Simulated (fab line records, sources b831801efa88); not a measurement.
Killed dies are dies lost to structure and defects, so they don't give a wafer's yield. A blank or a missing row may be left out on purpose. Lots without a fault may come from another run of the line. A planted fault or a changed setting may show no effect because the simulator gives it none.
fab line records | flow sky130
record lots=11 wafers=33 last_day=50
route steps=708 shown METAL4@600 CAP2M@606 PAD_OPEN@708
lots that met no fault: from a run of the same line without faults
start_h: hours from the record's first day to the start of the lot's first wafer shown | wait_h: hours since the lot's step before | " the same as in the row above | L1.1+2: a row that stands for several wafers | - no value, or no start given | * or withheld: withheld | < > ~ a bound
route shown NAME@n: a module of which the file shows steps, and the number in the route of the first | usual: mean/standard deviation of fault-free wafers | same: alike in all rows | chamber/n: place in a boat | sites: the reading at each site | _std_site: their standard deviation | _edge_site: outer sites' mean less inner sites' | radius_mm: how far each site lies from the wafer's centre | mask NAME#n: copy n | behind: the tool/chamber that last shaped the wafer | hold: why the lot was held/for how many hours/how that ended | device: the transistor (n, p or np) that didn't switch | end of line: the same wafers' tests at the end of the route | a step without rows: its recipe alone | killed: dies lost to structure and defects at the first sort, not the wafer's yield | map: a wafer's dies, x killed, . not, _ none there
set.NAME: the setting as run; set.NAME@STEP: as run at that earlier step | model.NAME: the simulator's own value behind a step, which no gauge read
steps of the route over a sample of lots; a table a step, a row a wafer
services: from which hour (start_h, from the record's first day; less than 0 if before it) a tool's chamber was out of use, for how many hours, and why
## steps
# step SKY_METAL4_SPUTTER_02
# recipe material=AlCu target_thk_nm=735 power_w=10600 time_s=39.1 chamber_pressure_pa=0.4
# usual throttle_valve_pct=29.8/1.3
# columns lot.wafer tool chamber start_h wait_h throttle_valve_pct
L890.1 pvd_sputter-01 - 942.04 0.0 30.3
L890.4 " - " " 32.0
L890.5 " - " " 28.4
L891.1 pvd_sputter-01 - 948.45 0.0 29.8
L891.2 " - " " 28.7
L891.4 " - " " 32.3
L893.1 pvd_sputter-02 - 957.72 0.0 31.2
L893.3 " - " " 29.7
L893.6 " - " " 31.0
L892.1 pvd_sputter-04 - 961.62 0.0 29.1
L892.4 " - " " 29.4
L892.6 " - " " 27.4
L894.1 pvd_sputter-02 - 975.97 0.0 27.5
L894.4 " - " " 29.6
L894.6 " - " " 31.1
L895.1 pvd_sputter-02 - 976.87 0.0 29.6
L895.2 " - " " 31.1
L895.6 " - " " 29.6
L896.1 pvd_sputter-02 - 987.57 0.0 29.6
L896.4 " - " " 30.8
L896.5 " - " " 29.6
L898.1 pvd_sputter-02 - 994.63 0.0 27.3
L898.2 " - " " 29.7
L898.5 " - " " 29.8
L902.1 pvd_sputter-02 - 1023.14 0.0 29.6
L902.2 " - " " 29.9
L902.3 " - " " 30.9
L909.1 pvd_sputter-04 - 1076.40 0.0 30.7
L909.4 " - " " 29.1
L909.5 " - " " 30.6
L911.1 pvd_sputter-04 - 1091.89 0.0 29.1
L911.2 " - " " 29.8
L911.3 " - " " 31.1
# step SKY_METAL4_SPUTTER_04
# recipe material=TiN target_thk_nm=70 power_w=6500 time_s=58.3 chamber_pressure_pa=0.4
# usual throttle_valve_pct=29.8/1.3
# columns lot.wafer tool chamber start_h wait_h throttle_valve_pct
L890.1 pvd_sputter-01 - 942.10 0.0 30.1
L890.4 " - " " 32.2
L890.5 " - " " 28.4
L891.1 pvd_sputter-01 - 948.51 0.0 30.1
L891.2 " - " " 28.5
L891.4 " - " " 32.3
L893.1 pvd_sputter-02 - 957.78 0.0 31.0
L893.3 " - " " 29.9
L893.6 " - " " 31.1
L892.1 pvd_sputter-04 - 961.68 0.0 29.4
L892.4 " - " " 29.0
L892.6 " - " " 27.3
L894.1 pvd_sputter-02 - 976.03 0.0 27.5
L894.4 " - " " 29.7
L894.6 " - " " 31.1
L895.1 pvd_sputter-02 - 976.93 0.0 29.7
L895.2 " - " " 31.0
L895.6 " - " " 29.6
L896.1 pvd_sputter-02 - 987.62 0.0 29.6
L896.4 " - " " 30.9
L896.5 " - " " 29.7
L898.1 pvd_sputter-02 - 994.69 0.0 27.4
L898.2 " - " " 30.0
L898.5 " - " " 29.6
L902.1 pvd_sputter-02 - 1023.20 0.0 29.7
L902.2 " - " " 29.7
L902.3 " - " " 30.6
L909.1 pvd_sputter-04 - 1076.45 0.0 31.2
L909.4 " - " " 29.5
L909.5 " - " " 30.9
L911.1 pvd_sputter-04 - 1091.95 0.0 29.3
L911.2 " - " " 29.7
L911.3 " - " " 30.9
# step SKY_CAP2M_RS_MEAS_03
# recipe thk_meas_gauge=four-point-probe reads=TiN_of_CAP2M_SPUTTER_02
# usual CAP2M_TIN_RS=6.90/0.093
# columns lot.wafer tool chamber start_h wait_h CAP2M_TIN_RS[ohm/sq]
L890.1 film_metro-01 - 942.34 0.1 6.76
L890.4 " - " " 6.84
L890.5 " - " " 6.73
L891.1 film_metro-02 - 948.76 0.1 6.93
L891.2 " - " " 6.87
L891.4 " - " " 6.88
L893.1 film_metro-02 - 958.02 0.1 6.95
L893.3 " - " " 6.78
L893.6 " - " " 6.95
L892.1 film_metro-01 - 961.92 0.1 6.88
L892.4 " - " " 6.88
L892.6 " - " " 6.94
L894.1 film_metro-01 - 976.27 0.1 6.98
L894.4 " - " " 6.83
L894.6 " - " " 6.86
L895.1 film_metro-01 - 977.17 0.1 6.79
L895.2 " - " " 6.90
L895.6 " - " " 6.84
L896.1 film_metro-03 - 987.86 0.1 6.78
L896.4 " - " " 6.91
L896.5 " - " " 6.90
L898.1 film_metro-02 - 994.93 0.1 6.88
L898.2 " - " " 6.96
L898.5 " - " " 7.01
L902.1 film_metro-03 - 1023.44 0.1 7.00
L902.2 " - " " 6.99
L902.3 " - " " 7.01
L909.1 film_metro-01 - 1076.69 0.1 6.82
L909.4 " - " " 6.92
L909.5 " - " " 6.90
L911.1 film_metro-02 - 1092.30 0.2 6.97
L911.2 " - " " 7.07
L911.3 " - " " 7.05
# step SKY_METAL4_DESCUM_15
# recipe chemistry=O2 source_power_w=150 bias_power_w=0 pressure_mtorr=10 temp_c=40 time_s=8
# usual drypump_motor_current_A=5.8/0.5 oes_product_au=1.008/0.0086
# columns lot.wafer tool chamber start_h wait_h drypump_motor_current_A oes_product_au rf_hours_counter_h
L890.1 rie_metal-01 0 991.26 0.0 6.3 1.013 5
L890.4 " 0 " " 6.3 1.015 -
L890.5 " 0 " " 6.3 1.023 -
L891.1 rie_metal-01 0 996.51 0.0 6.2 1.020 5
L891.2 " 1 " " 5.2 1.015 2
L891.4 " 0 " " 6.3 1.014 -
L893.1 rie_metal-03 0 1004.88 0.0 5.4 1.004 11
L893.3 " 0 " " 5.4 1.003 -
L893.6 " 0 " " 5.4 1.002 -
L892.1 rie_metal-01 1 1009.84 0.0 5.2 1.004 3
L892.4 " 0 " " 6.2 1.007 -
L892.6 " 0 " " 6.2 1.009 -
L894.1 rie_metal-03 1 1023.38 0.0 6.1 1.008 14
L894.4 " 0 " " 5.4 1.017 -
L894.6 " 1 " " 6.1 0.998 -
L895.1 rie_metal-01 1 1024.84 0.0 5.2 1.014 4
L895.2 " 0 " " 6.2 1.017 7
L895.6 " 1 " " 5.2 1.020 -
L896.1 rie_metal-01 1 1034.59 0.0 5.2 1.009 5
L896.4 " 1 " " 5.2 1.021 -
L896.5 " 0 " " 6.3 1.011 -
L898.1 rie_metal-03 0 1040.13 0.0 5.4 1.014 13
L898.2 " 1 " " 6.0 1.000 15
L898.5 " 1 " " 6.1 1.001 -
L902.1 rie_metal-01 0 1068.56 0.0 6.2 1.001 11
L902.2 " 0 " " 6.3 0.996 -
L902.3 " 0 " " 6.2 0.998 -
L909.1 rie_metal-01 0 1119.01 0.0 6.2 1.007 15
L909.4 " 1 " " 5.2 1.002 -
L909.5 " 1 " " 5.2 1.019 -
L911.1 rie_metal-03 1 1133.26 0.0 6.1 1.013 21
L911.2 " 0 " " 5.4 1.020 19
L911.3 " 0 " " 5.4 1.023 -
# step SKY_METAL4_METAL_ETCH_18
# recipe target_depth_a=8450 stop_on=SiO2 over_etch_frac=0.3 time_s=183.1 chemistry=Cl2/BCl3 resist_sidewall_deg=88 pressure_mtorr=10 icp_w=900 bias_w=48.5 Cl2_flow_sccm=60 bcl3_flow_sccm=30
# usual drypump_motor_current_A=5.6/0.58 oes_product_au=0.863/0.008 throttle_valve_pct=22.265/0.0096
# same over_etch_frac=0.3
# columns lot.wafer tool chamber start_h wait_h drypump_motor_current_A oes_product_au rf_hours_counter_h throttle_valve_pct
L890.1 rie_metal-04 1 991.54 0.0 4.9 0.862 1 22.258
L890.4 " 0 " " 6.2 0.869 - 22.257
L890.5 " 0 " " 6.2 0.878 - 22.278
L891.1 rie_metal-03 1 996.66 0.0 6.1 0.850 13 22.266
L891.2 " 0 " " 5.4 0.871 11 22.262
L891.4 " 1 " " 6.1 0.864 - 22.246
L893.1 rie_metal-01 1 1005.03 0.0 5.2 0.852 3 22.247
L893.3 " 0 " " 6.3 0.856 - 22.266
L893.6 " 0 " " 6.3 0.852 - 22.279
L892.1 rie_metal-04 1 1009.99 0.0 4.9 0.864 2 22.245
L892.4 " 0 " " 6.2 0.864 - 22.267
L892.6 " 1 " " 4.9 0.868 - 22.270
L894.1 rie_metal-04 0 1023.53 0.0 6.2 0.891 12 22.267
L894.4 " 0 " " 6.2 0.882 - 22.255
L894.6 " 0 " " 6.2 0.872 - 22.258
L895.1 rie_metal-03 1 1024.99 0.0 6.0 0.863 15 22.272
L895.2 " 0 " " 5.4 0.858 13 22.283
L895.6 " 0 " " 5.4 0.852 - 22.262
L896.1 rie_metal-04 0 1034.74 0.0 6.2 0.859 13 22.260
L896.4 " 1 " " 4.9 0.851 - 22.279
L896.5 " 0 " " 6.2 0.863 - 22.283
L898.1 rie_metal-04 1 1040.28 0.0 4.9 0.857 4 22.263
L898.2 " 0 " " 6.2 0.998 13 22.260
L898.5 " 1 " " 4.9 0.854 - 22.264
L902.1 rie_metal-04 0 1068.84 0.0 6.2 0.871 15 22.261
L902.2 " 1 " " 4.9 1.002 6 22.257
L902.3 " 0 " " 6.2 0.863 - 22.261
L909.1 rie_metal-01 1 1119.16 0.0 5.2 0.857 11 22.253
L909.4 " 1 " " 5.2 0.862 - 22.285
L909.5 " 1 " " 5.2 0.864 - 22.265
L911.1 rie_metal-01 1 1133.41 0.0 5.2 0.862 12 22.279
L911.2 " 0 " " 6.3 0.869 16 22.261
L911.3 " 1 " " 5.2 0.861 - 22.261
# step SKY_PAD_OPEN_PROBE_99
# usual defect_limited_yield=82.4/1.9 killed_at_M0_to_M3=43/6.7 killed_at_M4_up=3.1/1.9 killed_at_contacts=25/5 killed_at_front_end=15/4 killed_at_other=0.4/0.69 killed_dies=87/9.2 killed_on_rim=17/3.6 killed_open=46/7.1 killed_short=40/6.8 sort_bin_3_pad_short=0.9/0.48 sort_bin_5_function=10.3/1.5 sort_bin_6_memory=6.4/1.2 sort_n_pass=405/9.2 sort_yield_pct=82.4/1.9
# same gross_dies=492 killed_at_back_side=0 sort_bin_4_leakage[%]=0 sort_bin_8_speed[%]=0
# columns lot.wafer tool chamber start_h wait_h defect_limited_yield[%] killed_at_M0_to_M3 killed_at_M4_up killed_at_contacts killed_at_front_end killed_at_other killed_dies killed_on_rim killed_open killed_short sort_bin_3_pad_short[%] sort_bin_5_function[%] sort_bin_6_memory[%] sort_n_pass sort_yield_pct[%]
L890.1 prober-02 - 1089.01 0.1 82.3 43 4 22 18 0 87 20 48 38 2.4 9.3 5.9 405 82.3
L890.4 prober-02 - 1089.16 0.2 78.9 48 5 31 20 0 104 19 58 46 0 13.8 7.3 388 78.9
L890.5 prober-02 - 1089.21 0.2 84.3 38 3 22 14 0 77 16 42 35 1.2 8.3 6.1 415 84.3
L891.1 prober-01 - 1092.52 0.1 81.1 44 1 24 24 0 93 18 46 47 0.6 12.0 6.3 399 81.1
L891.2 prober-01 - 1092.57 0.1 80.7 52 5 23 15 0 95 22 47 48 0.8 11.8 6.7 397 80.7
L891.4 prober-01 - 1092.67 0.2 78.3 53 9 27 17 1 107 13 46 61 1.6 13.0 7.1 385 78.3
L893.1 prober-02 - 1098.24 0.1 83.1 45 1 19 18 0 83 18 46 37 0.2 11.4 5.3 409 83.1
L893.3 prober-02 - 1098.34 0.2 79.5 48 5 30 17 1 101 18 61 39 1.4 11.0 8.1 391 79.5
L893.6 prober-02 - 1098.49 0.2 79.1 52 2 28 21 0 103 19 59 44 1.2 13.0 6.7 389 79.1
L892.1 prober-01 - 1101.79 0.1 82.1 42 6 28 12 0 88 19 43 45 1.0 9.6 7.3 404 82.1
L892.4 prober-01 - 1101.94 0.2 82.9 36 5 24 17 2 84 20 46 38 1.0 8.3 7.7 408 82.9
L892.6 prober-01 - 1102.04 0.2 85.0 34 3 25 12 0 74 12 37 35 1.2 7.5 6.3 418 85.0
L894.1 prober-02 - 1116.12 0.1 83.3 48 1 19 14 0 82 18 41 41 1.2 10.6 4.9 410 83.3
L894.4 prober-02 - 1116.27 0.2 80.3 48 2 30 17 0 97 19 52 45 0 11.8 7.9 395 80.3
L894.6 prober-02 - 1116.37 0.2 80.5 51 2 24 19 0 96 17 48 48 1.6 13.2 4.7 396 80.5
L895.1 prober-01 - 1116.88 0.1 81.3 47 9 23 13 0 92 19 53 39 0.8 8.1 9.8 400 81.3
L895.2 prober-01 - 1116.93 0.1 80.5 48 5 25 18 0 96 17 53 43 0.8 11.0 7.7 396 80.5
L895.6 prober-01 - 1117.13 0.2 83.5 43 3 24 11 0 81 18 48 33 1.0 10.8 4.7 411 83.5
L896.1 prober-02 - 1124.52 0.1 80.5 54 3 26 12 1 96 20 55 41 1.0 11.2 7.3 396 80.5
L896.4 prober-02 - 1124.67 0.2 82.3 38 5 27 17 0 87 17 48 39 1.0 9.8 6.9 405 82.3
L896.5 prober-02 - 1124.72 0.2 83.5 34 4 29 14 0 81 20 57 24 0.8 9.1 6.5 411 83.5
L898.1 prober-02 - 1129.51 0.1 82.5 35 3 35 12 1 86 17 49 37 1.2 8.5 7.7 406 82.5
L898.2 prober-02 - 1129.56 0.1 1.4 38 407 24 16 0 485 96 41 39 1.4 90.9 6.3 7 1.4
L898.5 prober-02 - 1129.71 0.2 82.1 40 6 30 12 0 88 21 36 51 1.2 9.8 6.9 404 82.1
L902.1 prober-01 - 1155.94 0.1 82.5 43 1 26 16 0 86 16 44 42 0.2 10.8 6.5 406 82.5
L902.2 prober-01 - 1155.99 0.1 0.2 55 397 25 14 0 491 95 42 53 1.4 92.5 5.9 1 0.2
L902.3 prober-01 - 1156.04 0.2 82.5 38 2 31 15 0 86 13 46 38 0.8 10.8 5.9 406 82.5
L909.1 prober-01 - 1195.83 0.1 79.5 49 3 34 14 1 101 23 52 48 0.8 12.6 7.1 391 79.5
L909.4 prober-01 - 1195.98 0.2 83.5 43 2 21 15 0 81 15 41 37 0.4 9.1 6.9 411 83.5
L909.5 prober-01 - 1196.03 0.2 82.7 45 2 26 11 1 85 22 47 38 0.6 10.8 5.9 407 82.7
L911.1 prober-02 - 1206.17 0.1 85.4 37 1 22 12 0 72 12 41 31 1.0 9.6 4.1 420 85.4
L911.2 prober-02 - 1206.22 0.1 83.9 37 2 28 12 0 79 10 47 32 0.2 10.6 5.3 413 83.9
L911.3 prober-02 - 1206.27 0.2 83.7 35 6 28 11 0 80 21 36 44 0.8 8.1 7.3 412 83.7
# killed by level:class
L890.1 VIA2:geometric_particle:open=9 CONTACT:geometric_particle:open=8 FIELD_ISO:geometric_particle:open=7 CONTACT:geometric_particle:short=7 VIA1:geometric_particle:open=7 METAL2:geometric_particle:short=6 METAL1:geometric_particle:short=5 POLY_GATE:geometric_particle:open=4
L890.4 VIA1:geometric_particle:open=11 CONTACT:geometric_particle:open=11 LI_CONTACT:geometric_particle:open=8 CONTACT:geometric_particle:short=7 VIA3:geometric_particle:open=7 POLY_GATE:geometric_particle:open=6 VIA1:geometric_particle:short=6 VIA3:geometric_particle:short=6
L890.5 LI_CONTACT:geometric_particle:open=9 METAL1:geometric_particle:short=6 VIA1:geometric_particle:open=6 CONTACT:geometric_particle:open=5 VIA3:geometric_particle:open=5 POLY_GATE:geometric_particle:open=4 VIA2:geometric_particle:open=4 VIA2:geometric_particle:short=4
L891.1 VIA1:geometric_particle:open=9 LOCAL_INTERCONNECT:geometric_particle:short=7 VIA2:geometric_particle:open=7 VIA1:geometric_particle:short=6 LI_CONTACT:geometric_particle:open=5 FIELD_ISO:geometric_particle:short=5 POLY_GATE:geometric_particle:open=5 CONTACT:geometric_particle:open=5
L891.2 METAL1:geometric_particle:short=10 VIA1:geometric_particle:open=10 VIA3:geometric_particle:open=9 LOCAL_INTERCONNECT:geometric_particle:short=7 CONTACT:geometric_particle:open=6 METAL3:geometric_particle:short=5 CONTACT:geometric_particle:short=5 POLY_GATE:geometric_particle:open=4
L891.4 FIELD_ISO:geometric_particle:short=8 VIA1:geometric_particle:short=8 CONTACT:geometric_particle:open=7 LI_CONTACT:geometric_particle:open=7 LOCAL_INTERCONNECT:geometric_particle:short=7 VIA1:geometric_particle:open=7 VIA3:geometric_particle:open=7 METAL1:geometric_particle:short=6
L893.1 VIA1:geometric_particle:open=9 VIA3:geometric_particle:open=8 CONTACT:geometric_particle:open=7 POLY_GATE:geometric_particle:short=6 FIELD_ISO:geometric_particle:short=5 LI_CONTACT:geometric_particle:open=5 METAL1:geometric_particle:short=5 VIA1:geometric_particle:short=5
L893.3 CONTACT:geometric_particle:open=14 VIA1:geometric_particle:open=13 POLY_GATE:geometric_particle:open=6 LI_CONTACT:geometric_particle:open=6 LOCAL_INTERCONNECT:geometric_particle:short=5 VIA2:geometric_particle:open=5 VIA1:geometric_particle:short=5 VIA2:geometric_particle:short=5
L893.6 VIA1:geometric_particle:open=16 LI_CONTACT:geometric_particle:open=10 CONTACT:geometric_particle:open=10 FIELD_ISO:geometric_particle:short=9 VIA1:geometric_particle:short=7 VIA3:geometric_particle:open=6 METAL1:geometric_particle:short=5 VIA2:geometric_particle:open=5
L892.1 CONTACT:geometric_particle:open=10 LI_CONTACT:geometric_particle:open=9 VIA1:geometric_particle:open=8 METAL2:geometric_particle:short=7 METAL1:geometric_particle:short=6 VIA1:geometric_particle:short=5 METAL4:geometric_particle:short=5 LOCAL_INTERCONNECT:geometric_particle:short=4
L892.4 CONTACT:geometric_particle:open=10 VIA1:geometric_particle:short=7 FIELD_ISO:geometric_particle:short=6 VIA1:geometric_particle:open=6 METAL2:geometric_particle:short=6 FIELD_ISO:geometric_particle:open=5 LI_CONTACT:geometric_particle:open=5 LOCAL_INTERCONNECT:geometric_particle:short=5
L892.6 CONTACT:geometric_particle:open=10 METAL1:geometric_particle:short=7 VIA1:geometric_particle:open=7 LI_CONTACT:geometric_particle:short=5 VIA3:geometric_particle:open=5 LOCAL_INTERCONNECT:geometric_particle:short=4 POLY_GATE:geometric_particle:short=3 CONTACT:geometric_particle:short=3
L894.1 VIA2:geometric_particle:short=8 LI_CONTACT:geometric_particle:open=8 METAL1:geometric_particle:short=8 VIA2:geometric_particle:open=7 VIA3:geometric_particle:open=7 VIA1:geometric_particle:open=7 METAL2:geometric_particle:short=5 POLY_GATE:geometric_particle:short=4
L894.4 VIA1:geometric_particle:open=14 LI_CONTACT:geometric_particle:open=10 CONTACT:geometric_particle:open=9 CONTACT:geometric_particle:short=8 VIA1:geometric_particle:short=7 METAL2:geometric_particle:short=7 VIA2:geometric_particle:open=7 FIELD_ISO:geometric_particle:short=6
L894.6 VIA3:geometric_particle:open=10 METAL1:geometric_particle:short=9 VIA1:geometric_particle:open=8 CONTACT:geometric_particle:open=7 CONTACT:geometric_particle:short=7 METAL2:geometric_particle:short=7 VIA2:geometric_particle:open=6 LI_CONTACT:geometric_particle:open=5
L895.1 CONTACT:geometric_particle:open=11 VIA1:geometric_particle:open=10 VIA3:geometric_particle:open=10 POLY_GATE:geometric_particle:short=7 LI_CONTACT:geometric_particle:open=6 VIA2:geometric_particle:open=5 VIA2:geometric_particle:short=5 METAL1:geometric_particle:short=4
L895.2 CONTACT:geometric_particle:open=9 METAL2:geometric_particle:short=9 VIA1:geometric_particle:open=9 LI_CONTACT:geometric_particle:open=8 POLY_GATE:geometric_particle:open=5 METAL1:geometric_particle:short=5 VIA2:geometric_particle:open=5 VIA3:geometric_particle:open=5
L895.6 VIA1:geometric_particle:open=11 LI_CONTACT:geometric_particle:open=9 VIA3:geometric_particle:open=8 CONTACT:geometric_particle:open=7 METAL2:geometric_particle:short=5 VIA3:geometric_particle:short=5 VIA2:geometric_particle:open=4 VIA1:geometric_particle:short=4
L896.1 VIA1:geometric_particle:open=15 LI_CONTACT:geometric_particle:open=10 CONTACT:geometric_particle:open=9 VIA2:geometric_particle:open=9 VIA1:geometric_particle:short=7 METAL2:geometric_particle:short=6 VIA3:geometric_particle:open=5 POLY_GATE:geometric_particle:open=4
L896.4 VIA1:geometric_particle:open=10 FIELD_ISO:geometric_particle:short=8 CONTACT:geometric_particle:open=8 VIA2:geometric_particle:open=8 LI_CONTACT:geometric_particle:open=7 LI_CONTACT:geometric_particle:short=6 CONTACT:geometric_particle:short=6 METAL2:geometric_particle:short=6
L896.5 VIA2:geometric_particle:open=11 LI_CONTACT:geometric_particle:open=10 CONTACT:geometric_particle:open=10 VIA1:geometric_particle:open=9 POLY_GATE:geometric_particle:open=5 LI_CONTACT:geometric_particle:short=5 VIA3:geometric_particle:open=5 FIELD_ISO:geometric_particle:short=4
L898.1 CONTACT:geometric_particle:open=18 VIA1:geometric_particle:open=7 LOCAL_INTERCONNECT:geometric_particle:short=7 CONTACT:geometric_particle:short=7 FIELD_ISO:geometric_particle:open=5 VIA2:geometric_particle:open=5 METAL2:geometric_particle:short=4 VIA3:geometric_particle:open=4
L898.2 METAL4:area_etch=405 LI_CONTACT:geometric_particle:open=8 CONTACT:geometric_particle:open=7 VIA1:geometric_particle:short=6 VIA1:geometric_particle:open=6 CONTACT:geometric_particle:short=5 FIELD_ISO:geometric_particle:open=4 METAL1:geometric_particle:short=4
L898.5 CONTACT:geometric_particle:short=9 CONTACT:geometric_particle:open=8 VIA1:geometric_particle:open=7 LOCAL_INTERCONNECT:geometric_particle:short=7 FIELD_ISO:geometric_particle:short=5 VIA1:geometric_particle:short=5 METAL2:geometric_particle:short=5 VIA2:geometric_particle:open=4
L902.1 VIA1:geometric_particle:open=10 LI_CONTACT:geometric_particle:open=9 VIA1:geometric_particle:short=9 CONTACT:geometric_particle:open=8 CONTACT:geometric_particle:short=7 METAL1:geometric_particle:short=7 POLY_GATE:geometric_particle:short=5 FIELD_ISO:geometric_particle:short=3
L902.2 METAL4:area_etch=392 VIA1:geometric_particle:short=10 VIA1:geometric_particle:open=10 METAL1:geometric_particle:short=9 CONTACT:geometric_particle:open=8 VIA2:geometric_particle:open=7 METAL2:geometric_particle:short=6 CONTACT:geometric_particle:short=5
L902.3 CONTACT:geometric_particle:open=9 LI_CONTACT:geometric_particle:open=8 FIELD_ISO:geometric_particle:open=7 VIA1:geometric_particle:short=7 CONTACT:geometric_particle:short=6 VIA1:geometric_particle:open=6 VIA2:geometric_particle:short=6 POLY_GATE:geometric_particle:open=5
L909.1 CONTACT:geometric_particle:open=12 METAL1:geometric_particle:short=11 VIA1:geometric_particle:open=11 LI_CONTACT:geometric_particle:open=10 METAL2:geometric_particle:short=9 FIELD_ISO:geometric_particle:short=5 CONTACT:geometric_particle:short=5 FIELD_ISO:geometric_particle:open=4
L909.4 VIA1:geometric_particle:open=11 CONTACT:geometric_particle:open=6 CONTACT:geometric_particle:short=6 VIA3:geometric_particle:open=6 VIA2:geometric_particle:short=5 VIA2:geometric_particle:open=5 FIELD_ISO:geometric_particle:open=4 POLY_GATE:geometric_particle:short=4
L909.5 CONTACT:geometric_particle:open=11 VIA1:geometric_particle:open=10 METAL1:geometric_particle:short=8 METAL2:geometric_particle:short=6 FIELD_ISO:geometric_particle:open=5 LOCAL_INTERCONNECT:geometric_particle:short=5 VIA1:geometric_particle:short=5 VIA3:geometric_particle:open=5
L911.1 CONTACT:geometric_particle:open=10 VIA2:geometric_particle:open=8 METAL2:geometric_particle:short=8 VIA1:geometric_particle:open=6 LI_CONTACT:geometric_particle:open=5 FIELD_ISO:geometric_particle:open=4 FIELD_ISO:geometric_particle:short=3 POLY_GATE:geometric_particle:open=3
L911.2 CONTACT:geometric_particle:open=11 LI_CONTACT:geometric_particle:open=8 VIA2:geometric_particle:open=8 VIA3:geometric_particle:open=5 METAL1:geometric_particle:short=4 VIA1:geometric_particle:open=4 FIELD_ISO:geometric_particle:short=3 POLY_GATE:geometric_particle:short=3
L911.3 CONTACT:geometric_particle:open=10 METAL1:geometric_particle:short=7 VIA1:geometric_particle:open=7 METAL2:geometric_particle:short=7 LI_CONTACT:geometric_particle:open=6 LI_CONTACT:geometric_particle:short=5 LOCAL_INTERCONNECT:geometric_particle:short=4 VIA2:geometric_particle:short=4
## services
# columns tool chamber start_h hours kind
rie_metal-01 1 931.06 - clean
rie_metal-01 1 931.06 15.8 scheduled_down
rie_metal-01 1 931.06 15.8 vent_cycle
pvd_sputter-04 - 949.69 1.8 repair
pvd_sputter-04 0 958.13 - consumable_replace:kit
pvd_sputter-04 0 958.13 18.0 scheduled_down
pvd_sputter-04 0 958.13 18.0 vent_cycle
rie_metal-04 1 961.55 - clean
rie_metal-04 1 961.55 17.0 scheduled_down
rie_metal-04 1 961.55 17.0 vent_cycle
rie_metal-01 1 985.62 5.7 repair
pvd_sputter-02 - 1007.90 8.5 repair
pvd_sputter-01 2 1021.16 - consumable_replace:kit
pvd_sputter-01 2 1021.16 18.0 scheduled_down
pvd_sputter-01 2 1021.16 18.0 vent_cycle
pvd_sputter-02 3 1021.46 - consumable_replace:kit
pvd_sputter-02 3 1021.46 18.0 scheduled_down
pvd_sputter-02 3 1021.46 18.0 vent_cycle
pvd_sputter-02 2 1096.00 - consumable_replace:kit
pvd_sputter-02 2 1096.00 18.0 scheduled_down
pvd_sputter-02 2 1096.00 18.0 vent_cycle
rie_metal-03 - 1110.14 14.6 pm
pvd_sputter-01 1 1120.88 - consumable_replace:kit
pvd_sputter-01 1 1120.88 18.0 scheduled_down
## key
first_sign step=SKY_METAL4_METAL_ETCH_18 reading=oes_product_au direction=up sigmas=17 usual=0.863 struck=1.000
effect step=SKY_PAD_OPEN_PROBE_99 reading=killed_at_M4_up direction=up sigmas=99+ usual=3.1 struck=402
more_kills_born_at SKY_METAL4_METAL_ETCH_18@rie_metal-04=797
met_at SKY_METAL4_SPUTTER_02
struck_lots L898,L902
struck_wafers L898.2,L902.2
later_rows_left_out L898.2,L902.2
not_acting_at SKY_METAL4_SPUTTER_04,SKY_CAP2M_RS_MEAS_03,SKY_METAL4_DESCUM_15
onset_between 976.87 994.63
fault kind=process_parameter_drift tool=pvd_sputter-02 chamber=- onset_h=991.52 steps=SKY_METAL4_SPUTTER_02 channel=time_s offset=* shape=step end_h=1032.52 acts_in=* stated=* scope=struck_wafers_only
# later_rows_left_out: the simulator's readings of these wafers behind a module that went badly wrong aren't trusted and aren't shown, but for the sort
